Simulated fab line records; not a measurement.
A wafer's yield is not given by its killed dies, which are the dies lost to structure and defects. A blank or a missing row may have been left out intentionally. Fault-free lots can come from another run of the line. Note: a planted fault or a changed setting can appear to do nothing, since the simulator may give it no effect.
Which tool did it? :: flow gf180mcu :: at 1 step of a route of 602, 7 lots with 21 wafers sampled

## WHAT THE GAUGES READ, wafer by wafer
GF_VT_IMPLANT_TW_MEAS_10.
lot: L214
measured: day 6 03:39
on: film-metro-03
VT_IMPLANT_TW: 571 574 573

lot: L217
measured: day 7 00:18
on: film-metro-02
VT_IMPLANT_TW: 553 557 559

lot: L219
measured: day 7 09:16
on: film-metro-02
VT_IMPLANT_TW: 552 552 554

lot: L221
measured: day 7 21:00
on: film-metro-02
VT_IMPLANT_TW: 557 555 558

lot: L226
measured: day 9 09:21
on: film-metro-01
VT_IMPLANT_TW: 566 574 572

lot: L231
measured: day 10 15:48
on: film-metro-01
VT_IMPLANT_TW: 568 573 570

lot: L233
measured: day 10 23:34
on: film-metro-01
VT_IMPLANT_TW: 571 569 570

## TOOL THAT RAN EACH LOT (tool first, then ch and the chambers of the sampled wafers, then the start)
Before these readings, the record contains no process step.

## THE ANSWER, worked out from the rows above alone
Rule: the lots themselves supply what counts as usual. Put in order of their means at a reading, lots are off if they are a third of the lots or fewer, leave a main group of 4 or more, and stand apart from it by a gap of 3 or more times the standard deviation of the main group's means; of several such gaps the widest counts. A main group is skipped when, at the precision printed for the reading in the tables above, its means are all equal. Also off: a lot with no number at a reading for which 4 or more lots have one. The other lots that the step has rows for count as sound.
Across all readings shown, no lot is off: no conclusion can be drawn from this.

## WHAT THE SIMULATOR HAD PUT IN
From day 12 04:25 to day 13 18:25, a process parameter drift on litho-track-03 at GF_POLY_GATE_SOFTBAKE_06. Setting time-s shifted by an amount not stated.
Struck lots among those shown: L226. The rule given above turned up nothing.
